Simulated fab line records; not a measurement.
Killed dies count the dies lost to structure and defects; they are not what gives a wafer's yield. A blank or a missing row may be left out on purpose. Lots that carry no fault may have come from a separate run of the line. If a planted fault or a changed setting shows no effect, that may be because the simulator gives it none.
What tool caused it? ; flow gf180mcu ; 11 lots, 33 wafers sampled, at 4 steps of a route of 602

WHAT EACH GAUGE READ, for each wafer
GF_CONTACT_RS_MEAS_25: a four-point-probe measurement.
lot;measured;on;CONTACT_W_RS (ohm/sq)
L426;day 17 00:44;film_metro-02;0.390 0.392 0.387
L427;day 17 07:59;film_metro-01;0.380 0.380 0.384
L428;day 17 12:43;film_metro-01;0.376 0.378 0.380
L430;day 18 04:13;film_metro-02;0.382 0.386 0.384
L431;day 18 17:26;film_metro-02;0.380 0.382 0.386
L434;day 19 23:40;film_metro-01;0.378 0.375 0.377
L435;day 20 09:45;film_metro-04;0.385 0.387 0.388
L436;day 20 21:17;film_metro-01;0.378 0.377 0.373
L439;day 21 18:38;film_metro-01;0.383 0.264 0.381 0.384 0.264 0.380
L440;day 22 06:52;film_metro-01;0.261 0.377 0.261 0.262 0.378 0.260
L447;day 24 08:29;film_metro-01;0.386 0.382 0.389

EACH LOT AND THE TOOL THAT RAN IT (in order: tool; ch and the chambers of the sampled wafers; start)
lot;GF_SAB_CVD_00;GF_SAB_ETCH_11;GF_CONTACT_CVD_24
L426;pecvd-03 ch 0,1,2, day 15 01:51;rie_diel-03 ch 0,2,3, day 16 00:07;cvd_w-01 ch 0,1, day 17 00:37
L427;pecvd-04 ch 0,2, day 15 08:50;rie_diel-03 ch 2,3, day 16 06:59;cvd_w-02 ch 0,1, day 17 07:52
L428;pecvd-03 ch 1,2, day 15 13:56;rie_diel-01 ch 0,2,3, day 16 11:55;cvd_w-02 ch 0,1, day 17 12:37
L430;pecvd-04 ch 0,1,2, day 16 04:48;rie_diel-03 ch 0,2,3, day 17 03:34;cvd_w-01 ch 0,1, day 18 04:07
L431;pecvd-03 ch 0,1,2, day 16 17:24;rie_diel-02 ch 0,1,2, day 17 16:01;cvd_w-02 ch 0,1, day 18 17:19
L434;pecvd-03 ch 0,1,2, day 17 22:41;rie_diel-02 ch 0,2,3, day 18 21:16;cvd_w-02 ch 0,1, day 19 23:34
L435;pecvd-02 ch 0,1, day 18 06:57;rie_diel-01 ch 0,1,3, day 19 06:52;cvd_w-02 ch 0,1, day 20 09:39
L436;pecvd-04 ch 0,2, day 18 18:38;rie_diel-03 ch 0,3, day 19 18:52;cvd_w-02 ch 0,1, day 20 21:11
L439;pecvd-04 ch 0,1,2, day 19 17:21;rie_diel-03 ch 0,1,3, day 20 16:34;cvd_w-02 ch 0,1, day 21 18:30
L440;pecvd-02 ch 0,1, day 20 05:08;rie_diel-01 ch 0,2,3, day 21 05:08;cvd_w-02 ch 0,1, day 22 06:41
L447;pecvd-04 ch 0,1,2, day 22 09:42;rie_diel-02 ch 1,2,3, day 23 08:16;cvd_w-01 ch 0,1, day 24 08:23
- GF_SAB_CVD_00: deposits SiO2 from TEOS, target thk 50 nm, time 4.9302 s.
- GF_SAB_ETCH_11: etches SiO2 in C4F8/O2/Ar, target depth 55 nm, time 8.681 s.
- GF_CONTACT_CVD_24: deposits W, target thk 300 nm, time 90.339 s.

THE ANSWER, worked out from the rows above alone
Rule: the usual values come from the lots themselves. The widest of any qualifying gaps counts: lots, ordered by their means at a reading, are off when they make up no more than a third of the lots, leave a main group of 4 or more, and stand apart from it by 3 or more times the standard deviation of that group's means. Not used: any main group whose means are identical at the precision the tables above print for the reading. Also off: a lot with no number at a reading for which 4 or more lots have one. The other lots that the step has rows for count as sound.
Off: L439, L440, at GF_CONTACT_RS_MEAS_25 (CONTACT_W_RS). The main group has a mean of 0.382 ohm/sq with a standard deviation of 0.0045.
A tool fits if, at a process step before that reading, it ran every lot that is off, and no sound lot after the first of them. Those tools and the gauges at GF_CONTACT_RS_MEAS_25 are tried in the same way. One candidate fits, namely cvd_w-02 at GF_CONTACT_CVD_24. A fault onset in the window from L436 (day 20 21:11, its last sound lot) to L439 (day 21 18:30, its first lot off) fits.

WHAT WAS PUT IN BY THE SIMULATOR
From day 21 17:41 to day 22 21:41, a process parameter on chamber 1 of cvd_w-02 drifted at GF_CONTACT_CVD_24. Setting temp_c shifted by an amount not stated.
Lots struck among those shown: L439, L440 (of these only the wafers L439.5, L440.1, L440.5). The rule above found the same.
